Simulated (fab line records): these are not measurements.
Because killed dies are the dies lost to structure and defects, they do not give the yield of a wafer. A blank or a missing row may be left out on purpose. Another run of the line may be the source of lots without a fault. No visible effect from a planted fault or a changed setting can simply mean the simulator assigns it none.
Struck lot and sound lot, side by side :: flow sky130 :: 15 steps out of a route of 708
Sound: wafers L619.2, L619.4, L619.6. Struck: wafer L626.2. (L626.1, L626.6 of the same lot were not struck and are left out.) The cause comes at the end.
Each step with rows lists, per side, the tool, then ch with its chambers, then its first start. Under that, the readings that differ: sound wafers :: struck wafers :: difference of the means :: sigmas: that difference in standard deviations of wafers without a fault.
alike: readings with means less than 2 such deviations apart, plus words and numbers identical on both sides. not compared: withheld readings, readings lacking a value on some wafer, bounds such as >300 that could conceal the same value, and numbers that have no deviation in the record and whose values overlap.
Wherever a step has rows on one side only, a row that says differs or no value, or a row with sigmas, the two part there. When numbers do not overlap yet have no deviation, they are printed without sigmas and do not part them. A reading that every wafer of one side lacks parts them only if that side has two wafers or more.

SKY_METAL1_THK_MEAS_06: measures by xrf.
  sound on film-metro-01 at day 34 23:49; struck on film-metro-04 at day 37 13:38
  alike: METAL1_ALCU_THK
then, 8 steps without rows for these wafers: SKY_METAL1_DEHYDRATE_07 (time 60 s); SKY_METAL1_HMDS_08 (prime time 60 s); SKY_METAL1_COAT_09 (resist thk 60 nm); SKY_METAL1_COAT_10 (resist thk 450 nm); SKY_METAL1_SOFTBAKE_11 (time 90 s); SKY_METAL1_EXPOSE_12 (exposes mask MM1, target cd 140 nm); SKY_METAL1_PEB_13; SKY_METAL1_DEVELOP_14 (develop time 60 s).
SKY_METAL1_CD_MEAS_15: the cd target is 140 nm.
  sound on cd-sem-01 at day 36 02:26; struck on cd-sem-02 at day 38 14:43
reading: cd-nm (nm)
sound: 139.4 139.4 139.2
struck: 142.9
difference: +3.6
sigmas: +3
SKY_METAL1_OVL_MEAS_16:
  sound on overlay-01 at day 36 02:33; struck on overlay-01 at day 38 14:50
  alike: METAL1_OVL
SKY_METAL1_DESCUM_17: chemistry O2, time 8 s.
  sound on rie-metal-02 ch 0,1, day 36 02:35; struck on rie-metal-02 ch 1, day 38 14:52
  alike: drypump-motor-current-A, he-backside-leak-sccm, oes-product-au
  not compared: rf-hours-counter-h
SKY_METAL1_ETCH_18: etches BARC in N2/H2, stops on SiO2, time 45.9 s, target depth 60 nm.
  sound on rie-metal-02 ch 0,1, day 36 02:37; struck on rie-metal-02 ch 1, day 38 14:53
reading: model.KrF-thick_of_METAL1_COAT_10.thk-nm (nm)
sound: 392.6 394 392.2
struck: 403.3
difference: +10.4
sigmas: 
  alike: bias-w, drypump-motor-current-A, he-backside-leak-sccm, oes-product-au, throttle-valve-pct
  not compared: rf-hours-counter-h
SKY_METAL1_METAL_ETCH_19: etches the open film in Cl2/BCl3, stops on SiO2, target depth 360 nm, time 78 s.
  sound on rie-metal-02 ch 0,1, day 36 02:41; struck on rie-metal-02 ch 1, day 38 14:58
reading: oes-product-au (a.u.)
sound: 0.858 0.849 0.855
struck: 0.867
difference: +0.013
sigmas: +2
  alike: bias-w, drypump-motor-current-A, he-backside-leak-sccm, throttle-valve-pct
  not compared: rf-hours-counter-h
-- the record jumps here: 11 days lie between the struck wafers' starts before and after (it left off in module METAL1 and takes up again in module PAD_OPEN, whose first step shown is number 708 of the route) --
SKY_PAD_OPEN_PROBE_99:
  sound on prober-01 at day 48 09:51; struck on prober-02 at day 50 01:16
  alike: defect-limited-yield, killed_at_M0_to_M3, killed_at_M4_up, killed-at-contacts, killed-at-front-end, killed-at-other, killed-dies, killed-open, killed-short, sort_bin_3_pad_short, sort_bin_5_function, sort_bin_6_memory, sort-n-pass, sort-yield-pct
  not compared: model.etest.met1-comb.leak-log10-a-um

== WHERE THEY PART ==
Earliest at SKY_METAL1_CD_MEAS_15; latest, in this record, at SKY_METAL1_METAL_ETCH_19. Later steps at which nothing parts them and some readings are alike: SKY_PAD_OPEN_PROBE_99.

WHY: what the simulator had put in
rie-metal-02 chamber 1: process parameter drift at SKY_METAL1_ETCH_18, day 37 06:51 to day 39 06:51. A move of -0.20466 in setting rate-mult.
